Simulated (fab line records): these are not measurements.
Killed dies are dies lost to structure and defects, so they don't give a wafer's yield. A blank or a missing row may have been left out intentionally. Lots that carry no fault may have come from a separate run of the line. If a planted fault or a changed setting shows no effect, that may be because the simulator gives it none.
fab line records | flow sky130
record lots=6 | wafers=16 | last_day=49
route steps=708 shown CAPM@548 METAL3@555
lots with no fault: from the same line, run without faults
start_h: the number of hours between the record's first day and the start of the first shown wafer of the lot | wait_h: hours since the lot's step before | " same as the row above | L1.1+2: several wafers, shown together as one row | - value missing, or start not given | * or withheld: withheld | < > ~ a bound
route shown NAME@n: names a module that has steps shown in the file, with the first one's number in the route | usual: mean/standard deviation taken from wafers without a fault | same: alike in all rows | chamber/n: place in a boat | sites: readings site by site | _std_site: how widely they spread, as a standard deviation | _edge_site: mean of outer sites minus mean of inner sites | radius_mm: for every site, how far away it sits from the centre of the wafer | mask NAME#n: copy n | behind: the tool/chamber that last shaped the wafer | hold: cause of the lot's hold/its duration in hours/its outcome | device: names the non-switching transistor (n, p or np) | end of line: at the end of the route, the tests of the same wafers | where a step has no rows: the recipe by itself | killed: count of dies lost to structure and defects at first sort (not the wafer's yield) | map: a wafer's dies, x killed, . not, _ none there
set.NAME: the setting as run; set.NAME@STEP: as run at that earlier step | model.NAME: the simulator's own value behind a step, which no gauge read
lots at some steps of the route; a table a step, a row a wafer
services: when a tool's chamber went out of use (start_h, in hours from the record's first day, below 0 if earlier), for how many hours, and the reason
## steps
# step SKY_CAPM_DEVELOP_11
# recipe resist=NOVOLAK | developer=TMAH | develop_time_s=60 | dev_temp_c=23
# step SKY_CAPM_OVL_MEAS_12
# usual CAPM_OVL=0.6/1.6
lot.wafer | tool       | chamber | start_h | wait_h | CAPM_OVL[nm]
L190.1    | overlay-01 | -       | 891.38  | 0.1    | 3.0
L190.2    | "          | -       | "       | "      | 3.2
L190.6    | "          | -       | "       | "      | 1.5
L195.2    | overlay-01 | -       | 944.64  | 0.1    | 1.3
L195.4    | "          | -       | "       | "      | 1.9
L195.6    | "          | -       | "       | "      | 0.9
L194.2    | overlay-01 | -       | 945.70  | 0.1    | 1.5
L194.4    | "          | -       | "       | "      | 0.4
L194.5    | "          | -       | "       | "      | 2.0
L200.3    | overlay-02 | -       | 970.89  | 0.1    | -0.7
L200.4    | "          | -       | "       | "      | -0.3
L200.5    | "          | -       | "       | "      | 0.0
L205.3    | overlay-02 | -       | 1001.91 | 0.1    | 0.6
L205.5    | "          | -       | "       | "      | -1.8
L207.1    | overlay-02 | -       | 1011.51 | 0.1    | -0.7
L207.5    | "          | -       | "       | "      | -1.2
# step SKY_CAPM_METAL_ETCH_13
# recipe target_depth_nm=220 | stop_on=SiO2 | chemistry=Cl2/BCl3 | target=TiN | pressure_mtorr=10 | icp_w=900 | bias_w=48.5 | Cl2_flow_sccm=60 | bcl3_flow_sccm=30 | time_s=62.9
# usual bias_w=48.51/0.15 | chamber_pressure_mTorr=10.000/0.01 | drypump_motor_current_A=5.6/0.32 | oes_product_au=0.943/0.0092 | throttle_valve_pct=21.902/0.012
# same time_s=62.9
lot.wafer | tool         | chamber | start_h | wait_h | bias_w | chamber_pressure_mTorr | drypump_motor_current_A | oes_product_au | rf_hours_counter_h | throttle_valve_pct
L190.1    | rie_metal-03 | 1       | 891.42  | 0.0    | 48.82  | 10.007                 | 5.7                     | 0.949          | 5                  | 21.910
L190.2    | "            | 0       | "       | "      | 48.48  | 10.005                 | 5.9                     | 0.938          | 18                 | 21.918
L190.6    | "            | 1       | "       | "      | 48.62  | 9.980                  | 5.6                     | 0.949          | -                  | 21.896
L195.2    | rie_metal-02 | 1       | 944.67  | 0.0    | 48.63  | 10.017                 | 5.0                     | 0.966          | 12                 | 21.902
L195.4    | "            | 1       | "       | "      | 48.62  | 10.009                 | 5.0                     | 0.945          | -                  | 21.888
L195.6    | "            | 1       | "       | "      | 48.62  | 10.006                 | 5.0                     | 0.946          | -                  | 21.872
L194.2    | rie_metal-04 | 1       | 945.73  | 0.0    | 48.52  | 9.993                  | 5.6                     | 0.941          | 1                  | 21.895
L194.4    | "            | 0       | "       | "      | 48.52  | 9.992                  | 5.8                     | 0.953          | -                  | 21.872
L194.5    | "            | 0       | "       | "      | 48.42  | 9.998                  | 5.9                     | 0.939          | -                  | 21.918
L200.3    | rie_metal-03 | 0       | 970.94  | 0.0    | 48.31  | 10.000                 | 5.9                     | 0.950          | -                  | 21.891
L200.4    | "            | 1       | "       | "      | 48.48  | 10.011                 | 5.7                     | 0.933          | -                  | 21.909
L200.5    | "            | 0       | "       | "      | 48.56  | 9.999                  | 5.9                     | 0.936          | -                  | 21.909
L205.3    | rie_metal-03 | 0       | 1001.96 | 0.0    | 48.43  | 9.991                  | 5.9                     | 0.930          | -                  | 21.925
L205.5    | "            | 0       | "       | "      | 48.46  | 9.995                  | 5.9                     | 0.939          | -                  | 21.924
L207.1    | rie_metal-03 | 0       | 1011.54 | 0.0    | 48.71  | 9.996                  | 5.9                     | 0.929          | 5                  | 21.891
L207.5    | "            | 0       | "       | "      | 48.43  | 9.983                  | 5.9                     | 0.921          | -                  | 21.916
# step SKY_CAPM_STRIP_14
# recipe chemistry=O2/N2 | power_w=1400 | pressure_mtorr=1500 | platen_temp_c=withheld | o2_flow_sccm=3000 | n2_flow_sccm=300 | overash_fraction=0.5
# usual chamber_pressure_mTorr=1500.1/1.3 | drypump_motor_current_A=5.9/0.4 | oes_product_au=0.710/0.0048 | strip_time_to_endpoint_s=12.63/0.054
# same overash_fraction=0.5
lot.wafer | tool            | chamber | start_h | wait_h | chamber_pressure_mTorr | drypump_motor_current_A | oes_product_au | rf_hours_counter_h | strip_time_to_endpoint_s
L190.1    | plasma_asher-04 | 0       | 891.49  | 0.1    | 1498.9                 | 6.6                     | 0.706          | 73                 | 12.63
L190.2    | "               | 1       | "       | "      | 1499.4                 | 5.4                     | 0.708          | 73                 | 12.60
L190.6    | "               | 0       | "       | "      | 1499.9                 | 6.6                     | 0.715          | -                  | 12.67
L195.2    | plasma_asher-03 | 0       | 944.74  | 0.1    | 1502.3                 | 6.1                     | 0.710          | 46                 | 12.63
L195.4    | "               | 0       | "       | "      | 1499.0                 | 6.0                     | 0.711          | -                  | 12.63
L195.6    | "               | 0       | "       | "      | 1498.3                 | 6.0                     | 0.717          | -                  | 12.62
L194.2    | plasma_asher-03 | 0       | 945.83  | 0.1    | 1498.2                 | 6.0                     | 0.721          | 46                 | 12.69
L194.4    | "               | 1       | "       | "      | 1498.7                 | 5.6                     | 0.707          | -                  | 12.72
L194.5    | "               | 1       | "       | "      | 1499.5                 | 5.6                     | 0.701          | -                  | 12.65
L200.3    | plasma_asher-01 | 0       | 971.03  | 0.1    | 1498.7                 | 5.7                     | 0.715          | -                  | 12.72
L200.4    | "               | 1       | "       | "      | 1502.8                 | 5.9                     | 0.706          | -                  | 12.75
L200.5    | "               | 0       | "       | "      | 1503.0                 | 5.7                     | 0.709          | -                  | 12.76
L205.3    | plasma_asher-01 | 0       | 1002.04 | 0.1    | 1501.0                 | 5.7                     | 0.713          | -                  | 12.63
L205.5    | "               | 1       | "       | "      | 1500.5                 | 5.9                     | 0.712          | -                  | 12.67
L207.1    | plasma_asher-03 | 0       | 1011.62 | 0.1    | 1501.5                 | 6.0                     | 0.711          | 52                 | 12.62
L207.5    | "               | 1       | "       | "      | 1499.6                 | 5.6                     | 0.708          | -                  | 12.62
# step SKY_CAPM_STRIP_15
# recipe chemistry=post_etch_residue_remover | time_s=1200 | temp_c=72.5
# step SKY_CAPM_CLEAN_16
# recipe chemistry=IPA | time_s=180 | temp_c=25
# step SKY_CAPM_CLEAN_17
# recipe chemistry=O3/DIW | dry=n2_spin
# step SKY_METAL3_DEHYDRATE_05
# recipe temp_c=200 | time_s=60
# step SKY_METAL3_HMDS_06
# recipe prime_time_s=60 | prime_temp_c=120
# step SKY_METAL3_COAT_07
# recipe resist=BARC | temp_c=withheld | time_s=withheld | spin_rpm=3000 | resist_thk_nm=60
# step SKY_METAL3_COAT_08
# recipe resist=KrF-thick | spin_rpm=3000 | resist_thk_nm=1140
# step SKY_METAL3_SOFTBAKE_09
# recipe temp_c=100 | time_s=90 | resist=KrF-thick
# step SKY_METAL3_EXPOSE_10
# recipe mask_id=MM3 | na=0.68 | source_shape=annular | sigma_inner=0.4 | sigma_outer=0.8 | target_cd_nm=300 | dose_mj=28
lot.wafer  | tool           | chamber | start_h | wait_h | mask
L190.1+2+6 | krf_scanner-02 | 0       | 904.78  | -      | MM3#0
L195.2+4+6 | krf_scanner-02 | 0       | 956.50  | -      | MM3#0
L194.2+4+5 | krf_scanner-02 | 0       | 958.12  | -      | MM3#0
L200.3+4+5 | krf_scanner-01 | 0       | 982.87  | -      | MM3#0
L205.3+5   | krf_scanner-01 | 0       | 1014.61 | -      | MM3#0
L207.1+5   | krf_scanner-01 | 0       | 1023.38 | -      | MM3#0
# step SKY_METAL3_PEB_11
# recipe peb_temp_c=withheld | peb_time_s=withheld | resist=KrF-thick
# step SKY_METAL3_DEVELOP_12
# recipe develop_time_s=60 | resist=KrF-thick | dev_temp_c=21
# step SKY_METAL3_CD_MEAS_13
# recipe target_cd_nm=300
# usual cd_nm=300.0/1.2
lot.wafer | tool      | chamber | start_h | wait_h | cd_nm
L190.1    | cd_sem-02 | -       | 917.07  | -      | 300.2
L190.2    | "         | -       | "       | "      | 298.1
L190.6    | "         | -       | "       | "      | 298.9
L195.2    | cd_sem-01 | -       | 969.15  | -      | 300.9
L195.4    | "         | -       | "       | "      | 299.7
L195.6    | "         | -       | "       | "      | 298.9
L194.2    | cd_sem-01 | -       | 970.38  | -      | 299.9
L194.4    | "         | -       | "       | "      | 300.0
L194.5    | "         | -       | "       | "      | 299.7
L200.3    | cd_sem-02 | -       | 994.55  | -      | 300.9
L200.4    | "         | -       | "       | "      | 300.8
L200.5    | "         | -       | "       | "      | 300.4
L205.3    | cd_sem-02 | -       | 1024.72 | -      | 298.2
L205.5    | "         | -       | "       | "      | 234.8
L207.1    | cd_sem-01 | -       | 1034.83 | -      | 236.8
L207.5    | "         | -       | "       | "      | 235.6
# step SKY_METAL3_OVL_MEAS_14
# usual METAL3_OVL=3/4.4
lot.wafer | tool       | chamber | start_h | wait_h | METAL3_OVL[nm]
L190.1    | overlay-01 | -       | 917.19  | 0.1    | 9
L190.2    | "          | -       | "       | "      | 11
L190.6    | "          | -       | "       | "      | 9
L195.2    | overlay-02 | -       | 969.26  | 0.1    | -1
L195.4    | "          | -       | "       | "      | 0
L195.6    | "          | -       | "       | "      | 2
L194.2    | overlay-02 | -       | 970.48  | 0.1    | 10
L194.4    | "          | -       | "       | "      | 2
L194.5    | "          | -       | "       | "      | 5
L200.3    | overlay-02 | -       | 994.64  | 0.1    | -2
L200.4    | "          | -       | "       | "      | 0
L200.5    | "          | -       | "       | "      | 0
L205.3    | overlay-01 | -       | 1024.81 | 0.1    | 3
L205.5    | "          | -       | "       | "      | 8
L207.1    | overlay-01 | -       | 1034.95 | 0.1    | -4
L207.5    | "          | -       | "       | "      | -2
# step SKY_METAL3_DESCUM_15
# recipe chemistry=O2 | source_power_w=150 | bias_power_w=0 | pressure_mtorr=10 | temp_c=40 | time_s=8
# usual chamber_pressure_mTorr=10.000/0.0092 | drypump_motor_current_A=5.5/0.39 | oes_product_au=1.001/0.014
# same time_s=8
lot.wafer | tool         | chamber | start_h | wait_h | chamber_pressure_mTorr | drypump_motor_current_A | oes_product_au | rf_hours_counter_h | model.METAL3.cd_nm
L190.1    | rie_metal-02 | 0       | 917.23  | 0.0    | 10.003                 | 5.8                     | 1.042          | 8                  | 300.3
L190.2    | "            | 1       | "       | "      | 10.006                 | 5.0                     | 1.032          | 11                 | 299.1
L190.6    | "            | 0       | "       | "      | 10.003                 | 5.8                     | 1.030          | -                  | 298.8
L195.2    | rie_metal-04 | 1       | 969.29  | 0.0    | 10.005                 | 5.7                     | 0.989          | 2                  | 300.7
L195.4    | "            | 0       | "       | "      | 9.996                  | 5.8                     | 0.989          | -                  | 299.3
L195.6    | "            | 1       | "       | "      | 9.993                  | 5.7                     | 1.000          | -                  | 298.9
L194.2    | rie_metal-04 | 1       | 970.51  | 0.0    | 10.014                 | 5.7                     | 0.999          | 2                  | 299.9
L194.4    | "            | 1       | "       | "      | 9.990                  | 5.6                     | 1.000          | -                  | 299.7
L194.5    | "            | 1       | "       | "      | 10.010                 | 5.6                     | 0.997          | -                  | 299.5
L200.3    | rie_metal-02 | 0       | 994.67  | 0.0    | 10.007                 | 5.8                     | 1.012          | -                  | 301.1
L200.4    | "            | 1       | "       | "      | 10.005                 | 5.0                     | 1.012          | -                  | 300.8
L200.5    | "            | 0       | "       | "      | 9.996                  | 5.8                     | 1.000          | -                  | 300.6
L205.3    | rie_metal-01 | 1       | 1024.85 | 0.0    | 10.004                 | 5.0                     | 1.005          | -                  | 298.3
L205.5    | "            | 1       | "       | "      | 10.001                 | 5.0                     | 1.004          | -                  | 235.2
L207.1    | rie_metal-04 | 0       | 1034.99 | 0.0    | 10.013                 | 5.9                     | 0.991          | 18                 | 236.7
L207.5    | "            | 0       | "       | "      | 9.999                  | 5.9                     | 0.996          | -                  | 235.5
# step SKY_METAL3_ETCH_16
# recipe chemistry=N2/H2 | target=BARC | ion_energy_ev=200 | bias_w=100 | pressure_mtorr=30 | n2_flow_sccm=100 | h2_flow_sccm=200 | icp_w=500 | stop_on=SiO2 | time_s=88.2 | target_depth_a=600
# usual bias_w=99.94/0.29 | chamber_pressure_mTorr=29.996/0.028 | drypump_motor_current_A=5.5/0.39 | oes_product_au=0.626/0.0044 | throttle_valve_pct=13.204/0.0095
# same time_s=88.2
lot.wafer | tool         | chamber | start_h | wait_h | bias_w | chamber_pressure_mTorr | drypump_motor_current_A | oes_product_au | rf_hours_counter_h | throttle_valve_pct
L190.1    | rie_metal-02 | 0       | 917.26  | 0.0    | 99.58  | 29.979                 | 5.8                     | 0.619          | 8                  | 13.197
L190.2    | "            | 1       | "       | "      | 99.96  | 29.990                 | 5.0                     | 0.632          | 11                 | 13.188
L190.6    | "            | 0       | "       | "      | 99.36  | 29.992                 | 5.8                     | 0.626          | -                  | 13.211
L195.2    | rie_metal-04 | 1       | 969.32  | 0.0    | 99.48  | 30.020                 | 5.7                     | 0.628          | 2                  | 13.206
L195.4    | "            | 0       | "       | "      | 100.41 | 29.990                 | 5.9                     | 0.617          | -                  | 13.220
L195.6    | "            | 1       | "       | "      | 99.95  | 30.003                 | 5.7                     | 0.625          | -                  | 13.199
L194.2    | rie_metal-04 | 1       | 970.54  | 0.0    | 100.24 | 29.988                 | 5.7                     | 0.632          | 2                  | 13.200
L194.4    | "            | 1       | "       | "      | 100.13 | 29.996                 | 5.7                     | 0.624          | -                  | 13.209
L194.5    | "            | 1       | "       | "      | 100.00 | 30.022                 | 5.7                     | 0.625          | -                  | 13.215
L200.3    | rie_metal-02 | 0       | 994.73  | 0.0    | 99.79  | 30.044                 | 5.8                     | 0.622          | -                  | 13.204
L200.4    | "            | 1       | "       | "      | 100.09 | 29.920                 | 5.0                     | 0.616          | -                  | 13.204
L200.5    | "            | 0       | "       | "      | 100.08 | 30.056                 | 5.8                     | 0.626          | -                  | 13.190
L205.3    | rie_metal-01 | 1       | 1024.90 | 0.0    | 100.12 | 30.003                 | 5.0                     | 0.628          | -                  | 13.194
L205.5    | "            | 1       | "       | "      | 100.01 | 30.046                 | 5.0                     | 0.624          | -                  | 13.205
L207.1    | rie_metal-04 | 0       | 1035.02 | 0.0    | 100.11 | 30.050                 | 5.9                     | 0.618          | 18                 | 13.208
L207.5    | "            | 0       | "       | "      | 100.12 | 29.988                 | 5.9                     | 0.626          | -                  | 13.219
# step SKY_METAL3_ETCH_17
# recipe target=SiO2 | stop_on=TiN | chemistry=C4F8/O2/Ar | source_w=1500 | bias_w=1200 | pressure_mtorr=40 | c4f8_flow_sccm=withheld | O2_flow_sccm=6 | Ar_flow_sccm=300 | time_s=3.9 | target_depth_a=150
# usual bias_w=1200/4 | chamber_pressure_mTorr=40.000/0.03 | oes_product_au=0.754/0.0082
# same time_s=3.9
lot.wafer | tool        | chamber | start_h | wait_h | bias_w | chamber_pressure_mTorr | oes_product_au
L190.1    | rie_diel-04 | 3       | 917.36  | 0.1    | 1200   | 40.019                 | 0.746
L190.2    | "           | 0       | "       | "      | 1199   | 39.951                 | 0.752
L190.6    | "           | 2       | "       | "      | 1200   | 39.988                 | 0.762
L195.2    | rie_diel-04 | 0       | 969.42  | 0.1    | 1195   | 39.964                 | 0.752
L195.4    | "           | 1       | "       | "      | 1200   | 40.032                 | 0.755
L195.6    | "           | 2       | "       | "      | 1210   | 39.982                 | 0.757
L194.2    | rie_diel-04 | 3       | 970.64  | 0.1    | 1202   | 40.018                 | 0.739
L194.4    | "           | 0       | "       | "      | 1198   | 39.954                 | 0.763
L194.5    | "           | 0       | "       | "      | 1194   | 39.991                 | 0.748
L200.3    | rie_diel-04 | 0       | 994.79  | 0.0    | 1204   | 39.975                 | 0.744
L200.4    | "           | 3       | "       | "      | 1197   | 40.004                 | 0.752
L200.5    | "           | 1       | "       | "      | 1200   | 40.046                 | 0.759
L205.3    | rie_diel-04 | 1       | 1024.97 | 0.0    | 1202   | 40.039                 | 0.744
L205.5    | "           | 0       | "       | "      | 1199   | 40.014                 | 0.746
L207.1    | rie_diel-04 | 1       | 1035.12 | 0.1    | 1203   | 39.997                 | 0.749
L207.5    | "           | 0       | "       | "      | 1202   | 40.000                 | 0.747
# step SKY_METAL3_METAL_ETCH_18
# recipe target_depth_a=8450 | stop_on=SiO2 | over_etch_frac=0.3 | time_s=183.1 | chemistry=Cl2/BCl3 | resist_sidewall_deg=88 | pressure_mtorr=10 | icp_w=900 | bias_w=48.5 | Cl2_flow_sccm=60 | bcl3_flow_sccm=30
# usual bias_w=48.49/0.16 | chamber_pressure_mTorr=10.000/0.01 | drypump_motor_current_A=5.5/0.42 | oes_product_au=0.864/0.0067 | throttle_valve_pct=22.265/0.0094
# same time_s=183.1
lot.wafer | tool         | chamber | start_h | wait_h | bias_w | chamber_pressure_mTorr | drypump_motor_current_A | oes_product_au | rf_hours_counter_h | throttle_valve_pct | model.METAL3.cd_nm
L190.1    | rie_metal-01 | 1       | 917.38  | 0.0    | 48.62  | 9.991                  | 5.0                     | 0.862          | 6                  | 22.245             | 295.8
L190.2    | "            | 1       | "       | "      | 48.55  | 10.003                 | 4.9                     | 0.859          | -                  | 22.281             | 297.8
L190.6    | "            | 1       | "       | "      | 48.50  | 10.020                 | 5.0                     | 0.866          | -                  | 22.264             | 292.1
L195.2    | rie_metal-01 | 0       | 969.44  | 0.0    | 48.41  | 9.987                  | 5.9                     | 0.870          | 2                  | 22.268             | 302.2
L195.4    | "            | 1       | "       | "      | 48.60  | 10.013                 | 4.9                     | 0.861          | -                  | 22.267             | 302.1
L195.6    | "            | 0       | "       | "      | 48.41  | 10.007                 | 5.9                     | 0.869          | -                  | 22.263             | 298.3
L194.2    | rie_metal-01 | 1       | 970.66  | 0.0    | 48.43  | 9.989                  | 4.9                     | 0.864          | 9                  | 22.248             | 303.2
L194.4    | "            | 1       | "       | "      | 48.34  | 10.025                 | 4.9                     | 0.880          | -                  | 22.278             | 299.6
L194.5    | "            | 1       | "       | "      | 48.53  | 10.011                 | 4.9                     | 0.869          | -                  | 22.259             | 299.6
L200.3    | rie_metal-01 | 1       | 994.87  | 0.1    | 48.48  | 10.014                 | 4.9                     | 0.858          | -                  | 22.257             | 305.8
L200.4    | "            | 0       | "       | "      | 48.37  | 9.994                  | 5.9                     | 0.850          | -                  | 22.266             | 300.5
L200.5    | "            | 0       | "       | "      | 48.32  | 10.004                 | 5.9                     | 0.861          | -                  | 22.258             | 297.5
L205.3    | rie_metal-04 | 1       | 1025.05 | 0.1    | 48.64  | 9.984                  | 5.7                     | 0.869          | -                  | 22.270             | 300.9
L205.5    | "            | 0       | "       | "      | 48.47  | 9.990                  | 5.9                     | 0.872          | -                  | 22.261             | 239
L207.1    | rie_metal-01 | 0       | 1035.14 | 0.0    | 48.69  | 10.009                 | 5.9                     | 0.871          | 6                  | 22.278             | 234.9
L207.5    | "            | 0       | "       | "      | 48.56  | 10.004                 | 5.9                     | 0.864          | -                  | 22.250             | 230.7
# step SKY_METAL3_STRIP_19
# recipe chemistry=O2/N2 | power_w=1400 | pressure_mtorr=1500 | platen_temp_c=withheld | o2_flow_sccm=3000 | n2_flow_sccm=300 | overash_fraction=0.5
# usual chamber_pressure_mTorr=1500.2/1.3 | drypump_motor_current_A=5.8/0.43 | oes_product_au=0.499/0.0069 | strip_time_to_endpoint_s=6.45/0.13
# same overash_fraction=0.5
lot.wafer | tool            | chamber | start_h | wait_h | chamber_pressure_mTorr | drypump_motor_current_A | oes_product_au | rf_hours_counter_h | strip_time_to_endpoint_s
L190.1    | plasma_asher-03 | 1       | 917.73  | 0.3    | 1500.0                 | 5.7                     | 0.507          | 43                 | 6.61
L190.2    | "               | 0       | "       | "      | 1500.5                 | 6.0                     | 0.499          | 43                 | 6.60
L190.6    | "               | 1       | "       | "      | 1499.3                 | 5.6                     | 0.507          | -                  | 6.58
L195.2    | plasma_asher-02 | 1       | 969.61  | 0.1    | 1499.7                 | 5.5                     | 0.506          | 22                 | 6.49
L195.4    | "               | 1       | "       | "      | 1500.0                 | 5.5                     | 0.495          | -                  | 6.55
L195.6    | "               | 1       | "       | "      | 1500.5                 | 5.5                     | 0.504          | -                  | 6.51
L194.2    | plasma_asher-04 | 1       | 970.84  | 0.1    | 1498.1                 | 5.4                     | 0.494          | 81                 | 6.53
L194.4    | "               | 0       | "       | "      | 1496.7                 | 6.6                     | 0.502          | -                  | 6.52
L194.5    | "               | 0       | "       | "      | 1499.5                 | 6.6                     | 0.504          | -                  | 6.50
L200.3    | plasma_asher-04 | 1       | 995.02  | 0.1    | 1500.4                 | 5.4                     | 0.507          | -                  | 6.52
L200.4    | "               | 0       | "       | "      | 1500.6                 | 6.6                     | 0.492          | -                  | 6.43
L200.5    | "               | 0       | "       | "      | 1499.7                 | 6.6                     | 0.499          | -                  | 6.41
L205.3    | plasma_asher-04 | 1       | 1025.20 | 0.1    | 1499.6                 | 5.4                     | 0.509          | -                  | 6.67
L205.5    | "               | 1       | "       | "      | 1497.4                 | 5.4                     | 0.505          | -                  | 6.60
L207.1    | plasma_asher-04 | 1       | 1035.31 | 0.1    | 1499.1                 | 5.4                     | 0.491          | 87                 | 6.40
L207.5    | "               | 1       | "       | "      | 1501.6                 | 5.4                     | 0.498          | -                  | 6.34
## services
tool            | chamber | start_h | hours | kind
rie_metal-03    | -       | 870.39  | 2.8   | pm
rie_diel-04     | 2       | 874.25  | 1.2   | repair
plasma_asher-03 | -       | 874.41  | 15.6  | pm
krf_scanner-01  | -       | 888.13  | 4.5   | repair
rie_metal-02    | -       | 895.91  | 0.3   | repair
plasma_asher-02 | -       | 907.00  | 2.8   | pm
krf_scanner-02  | -       | 910.69  | 0.8   | pm
krf_scanner-02  | -       | 912.06  | 1.3   | pm
rie_metal-04    | 1       | 913.27  | -     | clean
krf_scanner-01  | -       | 913.39  | 4.0   | pm
plasma_asher-02 | -       | 932.49  | 1.5   | repair
krf_scanner-01  | -       | 932.79  | 1.0   | pm
krf_scanner-01  | -       | 935.96  | 1.3   | pm
plasma_asher-02 | -       | 937.08  | 7.5   | repair
plasma_asher-04 | -       | 937.61  | 0.4   | repair
plasma_asher-04 | -       | 948.53  | 1.4   | repair
krf_scanner-02  | -       | 954.57  | 0.4   | repair
rie_metal-02    | 0       | 956.03  | 1.3   | repair
krf_scanner-01  | -       | 970.69  | 6.0   | repair
krf_scanner-02  | -       | 987.84  | 1.0   | pm
krf_scanner-01  | -       | 994.17  | 0.8   | pm
plasma_asher-04 | -       | 1020.08 | 2.3   | repair
rie_diel-04     | 3       | 1026.41 | 3.1   | repair
rie_diel-04     | -       | 1028.07 | 0.6   | repair
## key
first_sign step=SKY_METAL3_CD_MEAS_13 | reading=cd_nm | direction=down | sigmas=53 | usual=300.0 | struck=235.8
effect none on later readings
model_effect step=SKY_METAL3_DESCUM_15 | value=METAL3.cd_nm | without=299.2 | struck=235.8
model_effect step=SKY_METAL3_METAL_ETCH_18 | value=METAL3.cd_nm | without=298.2 | struck=234.9
met_at SKY_METAL3_EXPOSE_10
struck_wafers L205.5,L207.1,L207.5
later_rows_left_out L205.5,L207.1,L207.5
sort_left_out L205.5,L207.1,L207.5
onset_between 982.87 1014.61
fault kind=process_parameter_drift | tool=krf_scanner-01 | chamber=- | onset_h=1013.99 | steps=SKY_METAL3_EXPOSE_10 | channel=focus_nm | offset=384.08 | shape=step | end_h=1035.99 | scope=struck_wafers_only
# sort_left_out: the simulated sort isn't trusted on such a fault, so these wafers' sort isn't shown, and their yield isn't known
# later_rows_left_out: the simulator's readings of these wafers behind a module that went badly wrong aren't trusted and aren't shown, but for the sort
